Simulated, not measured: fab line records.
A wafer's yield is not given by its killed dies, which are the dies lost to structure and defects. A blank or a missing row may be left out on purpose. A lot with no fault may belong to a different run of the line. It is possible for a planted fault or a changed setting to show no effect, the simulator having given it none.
fab line records + flow sky130
record:
- lots: 7
- wafers: 21
- lastDay: 50
route steps=708 shown VIA1@466
lots that met no fault: taken from a fault-free run of the same line
startH: start of the lot's first displayed wafer, in hours after the record's first day + waitH: hours elapsed since this lot's preceding step + " the same as in the row above + L1.1+2: a single row standing in for several wafers + - either no value or no given start + * or withheld: withheld + < > ~ a bound
route shown NAME@n: NAME is a module with steps in the file, n the number in the route of the first one + usual: mean/standard deviation of fault-free wafers + same: alike in all rows + chamber/n: place in a boat + sites: per-site readings + _std_site: standard deviation of those values + _edge_site: inner sites' mean taken away from outer sites' mean + radiusMm: how far each site lies from the wafer's centre + mask NAME#n: copy n + behind: the last tool/chamber to shape the wafer + hold: what put the lot on hold/how long, in hours/how the hold closed + device: whichever transistor did not switch (one of n, p or np) + end of line: the tests these same wafers got at the end of their route + for a step that has no rows: nothing shown but its recipe + killed: count of dies lost to structure and defects at first sort (not the wafer's yield) + map: dies across one wafer; x = killed, . = not, _ = none there
set.NAME: the setting that was run; set.NAME@STEP: the one run at that earlier step + model.NAME: the simulator's own value behind a step, which no gauge read
a table for each step, a row for each wafer; lots at some steps of the route
services: when a tool's chamber went out of use (startH, in hours from the record's first day, below 0 if earlier), for how many hours, and the reason
== steps ==
step: SKY_VIA1_SOFTBAKE_08
recipe:
- tempC: 100
- timeS: 90
- resist: KrF-thick
step: SKY_VIA1_EXPOSE_09
recipe:
- maskId: VIM
- na: 0.8
- sourceShape: annular
- sigmaInner: 0.55
- sigmaOuter: 0.85
- targetCdNm: 150
- doseMj: 38
step: SKY_VIA1_PEB_10
recipe:
- pebTempC: withheld
- pebTimeS: withheld
- resist: KrF-thick
step: SKY_VIA1_DEVELOP_11
recipe:
- developTimeS: 60
- resist: KrF-thick
- devTempC: 21
step: SKY_VIA1_CD_MEAS_12
recipe:
- targetCdNm: 150
usual:
- cdNm: 150.1/1.8
| lot.wafer | tool     | chamber | startH | waitH | cdNm  |
|-----------|----------|---------|--------|-------|-------|
| L758.1    | cdSem-02 | -       | 834.77 | -     | 149.8 |
| L758.3    | "        | -       | "      | "     | 149.5 |
| L758.5    | "        | -       | "      | "     | 150.6 |
| L759.1    | cdSem-01 | -       | 842.67 | -     | 149.9 |
| L759.2    | "        | -       | "      | "     | 149.3 |
| L759.5    | "        | -       | "      | "     | 150.7 |
| L770.2    | cdSem-01 | -       | 918.52 | -     | 151.9 |
| L770.5    | "        | -       | "      | "     | 151.3 |
| L770.6    | "        | -       | "      | "     | 150.9 |
| L771.1    | cdSem-02 | -       | 933.58 | -     | 146.7 |
| L771.3    | "        | -       | "      | "     | 146.7 |
| L771.6    | "        | -       | "      | "     | 147.4 |
| L772.1    | cdSem-02 | -       | 937.12 | -     | 149.3 |
| L772.3    | "        | -       | "      | "     | 149.8 |
| L772.4    | "        | -       | "      | "     | 149.5 |
| L775.2    | cdSem-01 | -       | 957.12 | -     | 150.6 |
| L775.3    | "        | -       | "      | "     | 149.6 |
| L775.4    | "        | -       | "      | "     | 149.5 |
| L776.2    | cdSem-01 | -       | 959.04 | -     | 152.5 |
| L776.3    | "        | -       | "      | "     | 150.9 |
| L776.5    | "        | -       | "      | "     | 152.2 |
step: SKY_VIA1_OVL_MEAS_13
usual:
- VIA1_OVL: 0/5.3
| lot.wafer | tool       | chamber | startH | waitH | VIA1_OVL[nm] |
|-----------|------------|---------|--------|-------|--------------|
| L758.1    | overlay-02 | -       | 834.89 | 0.1   | 8            |
| L758.3    | "          | -       | "      | "     | 4            |
| L758.5    | "          | -       | "      | "     | 0            |
| L759.1    | overlay-02 | -       | 842.79 | 0.1   | 9            |
| L759.2    | "          | -       | "      | "     | 3            |
| L759.5    | "          | -       | "      | "     | 7            |
| L770.2    | overlay-01 | -       | 918.62 | 0.1   | -2           |
| L770.5    | "          | -       | "      | "     | 4            |
| L770.6    | "          | -       | "      | "     | -1           |
| L771.1    | overlay-02 | -       | 933.70 | 0.1   | 0            |
| L771.3    | "          | -       | "      | "     | -5           |
| L771.6    | "          | -       | "      | "     | -4           |
| L772.1    | overlay-02 | -       | 937.24 | 0.1   | 5            |
| L772.3    | "          | -       | "      | "     | 0            |
| L772.4    | "          | -       | "      | "     | -8           |
| L775.2    | overlay-02 | -       | 957.22 | 0.1   | 3            |
| L775.3    | "          | -       | "      | "     | 4            |
| L775.4    | "          | -       | "      | "     | 5            |
| L776.2    | overlay-01 | -       | 959.15 | 0.1   | 0            |
| L776.3    | "          | -       | "      | "     | -1           |
| L776.5    | "          | -       | "      | "     | 1            |
step: SKY_VIA1_ETCH_14
recipe:
- chemistry: N2/H2
- target: BARC
- ionEnergyEv: 200
- sourceW: 500
- biasW: 100
- pressureMtorr: 30
- n2FlowSccm: 100
- h2FlowSccm: 200
- stopOn: SiO2
- timeS: 45.9
- targetDepthA: 600
usual:
- drypumpMotorCurrentA: 5.7/0.57
- oesProductAu: 0.854/0.0051
- rfFwdPowerW: 495.1/1.8
- throttleValvePct: 13.225/0.0093
| lot.wafer | tool       | chamber | startH | waitH | drypumpMotorCurrentA | oesProductAu | rfFwdPowerW | rfHoursCounterH | throttleValvePct |
|-----------|------------|---------|--------|-------|----------------------|--------------|-------------|-----------------|------------------|
| L758.1    | rieDiel-03 | 3       | 834.93 | 0.0   | 4.8                  | 0.855        | 497.2       | 22              | 13.223           |
| L758.3    | "          | 0       | "      | "     | 5.6                  | 0.864        | 495.9       | 14              | 13.215           |
| L758.5    | "          | 3       | "      | "     | 4.8                  | 0.849        | 496.1       | -               | 13.233           |
| L759.1    | rieDiel-01 | 1       | 842.83 | 0.0   | 4.9                  | 0.854        | 494.9       | 2               | 13.231           |
| L759.2    | "          | 3       | "      | "     | 5.7                  | 0.851        | 494.3       | 13              | 13.238           |
| L759.5    | "          | 1       | "      | "     | 4.9                  | 0.864        | 494.1       | -               | 13.239           |
| L770.2    | rieDiel-02 | 2       | 918.65 | 0.0   | 5.8                  | 0.862        | 494.3       | 16              | 13.222           |
| L770.5    | "          | 1       | "      | "     | 6.4                  | 0.858        | 495.3       | -               | 13.229           |
| L770.6    | "          | 2       | "      | "     | 5.8                  | 0.852        | 493.0       | -               | 13.227           |
| L771.1    | rieDiel-01 | 3       | 933.74 | 0.0   | 5.7                  | 0.854        | 495.0       | 16              | 13.221           |
| L771.3    | "          | 2       | "      | "     | 5.8                  | 0.851        | 495.7       | 10              | 13.226           |
| L771.6    | "          | 2       | "      | "     | 5.8                  | 0.859        | 496.2       | -               | 13.221           |
| L772.1    | rieDiel-03 | 1       | 937.28 | 0.0   | 6.7                  | 0.854        | 492.5       | 12              | 13.193           |
| L772.3    | "          | 3       | "      | "     | 4.8                  | 0.856        | 494.1       | 24              | 13.220           |
| L772.4    | "          | 0       | "      | "     | 5.6                  | 0.853        | 493.8       | 17              | 13.231           |
| L775.2    | rieDiel-01 | 3       | 957.25 | 0.0   | 5.7                  | 0.843        | 496.9       | 16              | 13.229           |
| L775.3    | "          | 0       | "      | "     | 5.9                  | 0.852        | 493.4       | 22              | 13.220           |
| L775.4    | "          | 2       | "      | "     | 5.8                  | 0.851        | 497.7       | 10              | 13.199           |
| L776.2    | rieDiel-01 | 2       | 959.18 | 0.0   | 5.8                  | 0.850        | 494.0       | 10              | 13.234           |
| L776.3    | "          | 3       | "      | "     | 5.7                  | 0.856        | 494.7       | 16              | 13.222           |
| L776.5    | "          | 1       | "      | "     | 4.9                  | 0.845        | 496.3       | -               | 13.223           |
step: SKY_VIA1_ETCH_15
recipe:
- target: SiO2
- chemistry: C4F8/O2/Ar
- targetDepthNm: 351
- stopOn: TiN
- maskMaterial: KrF-thick
- sourceW: 1500
- biasW: 1200
- pressureMtorr: 40
- c4f8FlowSccm: withheld
- O2_flow_sccm: 6
- Ar_flow_sccm: 300
- timeS: 54
usual:
- oesProductAu: 0.981/0.0063
- rfFwdPowerW: 1488/5.4
| lot.wafer | tool       | chamber | startH | waitH | oesProductAu | rfFwdPowerW | rfHoursCounterH |
|-----------|------------|---------|--------|-------|--------------|-------------|-----------------|
| L758.1    | rieDiel-03 | 3       | 834.97 | 0.0   | 0.986        | 1491        | 22              |
| L758.3    | "          | 0       | "      | "     | 0.984        | 1498        | 14              |
| L758.5    | "          | 3       | "      | "     | 0.991        | 1483        | -               |
| L759.1    | rieDiel-01 | 1       | 842.87 | 0.0   | 0.979        | 1476        | 2               |
| L759.2    | "          | 3       | "      | "     | 0.985        | 1482        | 13              |
| L759.5    | "          | 1       | "      | "     | 0.988        | 1487        | -               |
| L770.2    | rieDiel-02 | 2       | 918.71 | 0.0   | 0.988        | 1490        | 16              |
| L770.5    | "          | 1       | "      | "     | 0.985        | 1490        | -               |
| L770.6    | "          | 2       | "      | "     | 0.975        | 1488        | -               |
| L771.1    | rieDiel-01 | 3       | 933.78 | 0.0   | 0.974        | 1490        | 16              |
| L771.3    | "          | 2       | "      | "     | 0.979        | 1498        | 10              |
| L771.6    | "          | 2       | "      | "     | 0.982        | 1489        | -               |
| L772.1    | rieDiel-03 | 1       | 937.32 | 0.0   | 0.985        | 1490        | 12              |
| L772.3    | "          | 3       | "      | "     | 0.977        | 1492        | 24              |
| L772.4    | "          | 0       | "      | "     | 0.981        | 1489        | 17              |
| L775.2    | rieDiel-01 | 3       | 957.29 | 0.0   | 0.976        | 1478        | 16              |
| L775.3    | "          | 0       | "      | "     | 0.985        | 1496        | 22              |
| L775.4    | "          | 2       | "      | "     | 0.981        | 1493        | 10              |
| L776.2    | rieDiel-01 | 2       | 959.22 | 0.0   | 0.980        | 1488        | 10              |
| L776.3    | "          | 3       | "      | "     | 0.978        | 1488        | 16              |
| L776.5    | "          | 1       | "      | "     | 0.974        | 1492        | -               |
step: SKY_VIA1_STRIP_16
recipe:
- chemistry: O2/N2
- powerW: 1400
- pressureMtorr: 1500
- platenTempC: withheld
- o2FlowSccm: 3000
- n2FlowSccm: 300
- overashFraction: 0.5
usual:
- drypumpMotorCurrentA: 5.53/0.29
- oesProductAu: 0.415/0.0044
- stripTimeToEndpointS: 4.452/0.024
| lot.wafer | tool           | chamber | startH | waitH | drypumpMotorCurrentA | oesProductAu | rfHoursCounterH | stripTimeToEndpointS |
|-----------|----------------|---------|--------|-------|----------------------|--------------|-----------------|----------------------|
| L758.1    | plasmaAsher-03 | 1       | 835.02 | 0.0   | 5.14                 | 0.413        | 71              | 4.425                |
| L758.3    | "              | 0       | "      | "     | 5.42                 | 0.414        | -               | 4.450                |
| L758.5    | "              | 0       | "      | "     | 5.43                 | 0.411        | -               | 4.443                |
| L759.1    | plasmaAsher-03 | 1       | 842.92 | 0.0   | 5.17                 | 0.426        | 72              | 4.476                |
| L759.2    | "              | 0       | "      | "     | 5.42                 | 0.418        | 72              | 4.447                |
| L759.5    | "              | 0       | "      | "     | 5.45                 | 0.417        | -               | 4.438                |
| L770.2    | plasmaAsher-01 | 1       | 918.78 | 0.0   | 5.61                 | 0.413        | 107             | 4.462                |
| L770.5    | "              | 1       | "      | "     | 5.61                 | 0.420        | -               | 4.468                |
| L770.6    | "              | 0       | "      | "     | 6.08                 | 0.416        | -               | 4.485                |
| L771.1    | plasmaAsher-04 | 0       | 933.83 | 0.0   | 5.79                 | 0.406        | 51              | 4.469                |
| L771.3    | "              | 0       | "      | "     | 5.80                 | 0.415        | -               | 4.434                |
| L771.6    | "              | 0       | "      | "     | 5.80                 | 0.412        | -               | 4.446                |
| L772.1    | plasmaAsher-04 | 1       | 937.37 | 0.0   | 5.80                 | 0.415        | 52              | 4.446                |
| L772.3    | "              | 0       | "      | "     | 5.81                 | 0.422        | -               | 4.446                |
| L772.4    | "              | 1       | "      | "     | 5.77                 | 0.415        | -               | 4.472                |
| L775.2    | plasmaAsher-03 | 1       | 957.34 | 0.0   | 5.11                 | 0.421        | 83              | 4.494                |
| L775.3    | "              | 1       | "      | "     | 5.14                 | 0.422        | -               | 4.473                |
| L775.4    | "              | 0       | "      | "     | 5.42                 | 0.413        | -               | 4.413                |
| L776.2    | plasmaAsher-03 | 0       | 959.27 | 0.0   | 5.44                 | 0.410        | 83              | 4.447                |
| L776.3    | "              | 1       | "      | "     | 5.14                 | 0.418        | -               | 4.476                |
| L776.5    | "              | 0       | "      | "     | 5.46                 | 0.417        | -               | 4.442                |
step: SKY_VIA1_STRIP_17
recipe:
- chemistry: postEtchResidueRemover
- timeS: 1200
- tempC: 72.5
step: SKY_VIA1_CLEAN_18
recipe:
- chemistry: IPA
- timeS: 180
- tempC: 25
step: SKY_VIA1_CLEAN_19
recipe:
- chemistry: O3/DIW
- dry: n2Spin
step: SKY_VIA1_SPUTTER_20
recipe:
- material: TiN
- targetThkNm: 20
- chamberPressurePa: 5
- powerW: 4000
- timeS: 80
usual:
- cathodeDcPowerW: 3999.8/0.73
- chamberPressurePa: 5.000/0.0094
- throttleValvePct: 29.9/0.94
| lot.wafer | tool          | chamber | startH | waitH | cathodeDcPowerW | chamberPressurePa | throttleValvePct |
|-----------|---------------|---------|--------|-------|-----------------|-------------------|------------------|
| L758.1    | pvdSputter-01 | -       | 835.65 | 0.0   | 3999.4          | 4.990             | 30.8             |
| L758.3    | "             | -       | "      | "     | 4000.1          | 4.990             | 29.4             |
| L758.5    | "             | -       | "      | "     | 3998.9          | 4.996             | 30.6             |
| L759.1    | pvdSputter-02 | -       | 843.51 | 0.0   | 3999.0          | 5.006             | 28.2             |
| L759.2    | "             | -       | "      | "     | 3999.0          | 5.016             | 29.2             |
| L759.5    | "             | -       | "      | "     | 3999.5          | 4.986             | 28.6             |
| L770.2    | pvdSputter-03 | -       | 919.38 | 0.0   | -               | -                 | -                |
| L770.5    | "             | -       | "      | "     | -               | -                 | -                |
| L770.6    | "             | -       | "      | "     | -               | -                 | -                |
| L771.1    | pvdSputter-01 | -       | 934.43 | 0.0   | -               | -                 | -                |
| L771.3    | "             | -       | "      | "     | -               | -                 | -                |
| L771.6    | "             | -       | "      | "     | -               | -                 | -                |
| L772.1    | pvdSputter-02 | -       | 937.96 | 0.0   | -               | -                 | -                |
| L772.3    | "             | -       | "      | "     | -               | -                 | -                |
| L772.4    | "             | -       | "      | "     | -               | -                 | -                |
| L775.2    | pvdSputter-01 | -       | 957.93 | 0.0   | 3999.1          | 5.000             | 31.2             |
| L775.3    | "             | -       | "      | "     | 4000.5          | 5.001             | 29.4             |
| L775.4    | "             | -       | "      | "     | 3999.2          | 5.012             | 31.1             |
| L776.2    | pvdSputter-03 | -       | 959.86 | 0.0   | 3999.2          | 5.001             | 29.2             |
| L776.3    | "             | -       | "      | "     | 4000.0          | 4.997             | 29.7             |
| L776.5    | "             | -       | "      | "     | 3999.0          | 5.010             | 29.9             |
step: SKY_VIA1_CVD_21
recipe:
- material: W
- targetThkNm: 270
- timeS: 80.902
- tempC: 400
- pressureTorr: 40
usual:
- heaterPowerW: 828/26
| lot.wafer | tool    | chamber | startH | waitH | heaterPowerW |
|-----------|---------|---------|--------|-------|--------------|
| L758.1    | cvdW-01 | 1       | 835.71 | 0.0   | 818          |
| L758.3    | "       | 1       | "      | "     | 814          |
| L758.5    | "       | 0       | "      | "     | 863          |
| L759.1    | cvdW-02 | 1       | 843.57 | 0.0   | 854          |
| L759.2    | "       | 0       | "      | "     | 860          |
| L759.5    | "       | 1       | "      | "     | 825          |
| L770.2    | cvdW-02 | 1       | 919.44 | 0.0   | 807          |
| L770.5    | "       | 1       | "      | "     | 802          |
| L770.6    | "       | 0       | "      | "     | 764          |
| L771.1    | cvdW-02 | 1       | 934.49 | 0.0   | 802          |
| L771.3    | "       | 1       | "      | "     | 792          |
| L771.6    | "       | 1       | "      | "     | 804          |
| L772.1    | cvdW-02 | 0       | 938.02 | 0.0   | 813          |
| L772.3    | "       | 1       | "      | "     | 785          |
| L772.4    | "       | 0       | "      | "     | 780          |
| L775.2    | cvdW-02 | 0       | 957.99 | 0.0   | 772          |
| L775.3    | "       | 1       | "      | "     | 789          |
| L775.4    | "       | 0       | "      | "     | 787          |
| L776.2    | cvdW-01 | 1       | 959.92 | 0.0   | 840          |
| L776.3    | "       | 1       | "      | "     | 809          |
| L776.5    | "       | 0       | "      | "     | 863          |
== services ==
| tool           | chamber | startH | hours | kind          |
|----------------|---------|--------|-------|---------------|
| plasmaAsher-01 | -       | 815.12 | 2.1   | repair        |
| rieDiel-01     | 0       | 831.13 | 16.3  | repair        |
| cvdW-02        | -       | 831.65 | 6.9   | pm            |
| rieDiel-02     | 3       | 839.64 | -     | clean         |
| rieDiel-02     | 3       | 839.64 | 21.7  | scheduledDown |
| rieDiel-02     | 3       | 839.64 | 21.7  | ventCycle     |
| plasmaAsher-01 | -       | 869.28 | 0.9   | repair        |
| rieDiel-03     | 0       | 877.53 | 3.0   | repair        |
| rieDiel-01     | 1       | 889.88 | 3.0   | repair        |
| rieDiel-02     | 0       | 894.83 | -     | clean         |
| rieDiel-02     | 0       | 894.83 | 30.6  | scheduledDown |
| rieDiel-01     | -       | 901.19 | 2.8   | pm            |
| cvdW-02        | -       | 904.00 | 14.0  | pm            |
| cvdW-02        | 0       | 904.00 | 14.0  | ventCycle     |
| cvdW-02        | 1       | 904.00 | 14.0  | ventCycle     |
| rieDiel-03     | 3       | 906.55 | 18.1  | repair        |
| rieDiel-02     | 3       | 912.52 | 9.1   | repair        |
| cvdW-02        | 0       | 918.00 | -     | clean         |
| cvdW-02        | 1       | 918.00 | -     | clean         |
| rieDiel-03     | 0       | 923.31 | 7.5   | repair        |
| rieDiel-01     | 1       | 930.33 | 10.4  | repair        |
| rieDiel-03     | -       | 940.15 | 0.3   | repair        |
| rieDiel-01     | 2       | 941.44 | 3.8   | repair        |
| rieDiel-03     | 2       | 944.49 | 10.2  | repair        |
== key ==
firstSign:
- step: SKY_VIA1_SPUTTER_20
- reading: toolRecord
- direction: missing
effect none on later readings
metAt SKY_VIA1_SPUTTER_20
struckWafers L770.2,L770.5,L770.6,L771.1,L771.3,L771.6,L772.1,L772.3,L772.4
laterRowsLeftOut L770.2,L770.5,L770.6,L771.1,L771.3,L771.6,L772.1,L772.3,L772.4
sortLeftOut L770.2,L770.5,L770.6,L771.1,L771.3,L771.6,L772.1,L772.3,L772.4
onsetBetween 843.51 919.38
fault:
- kind: skippedStepWhole
- tool: pvdSputter-01,pvdSputter-02,pvdSputter-03
- chamber: -
- onsetH: 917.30
- steps: SKY_VIA1_SPUTTER_20
- scope: struckLotsOnly
sortLeftOut: the simulated sort isn't trusted on such a fault, so these wafers' sort isn't shown, and their yield isn't known
laterRowsLeftOut: the simulator's readings of these wafers behind a module that went badly wrong aren't trusted and aren't shown, but for the sort
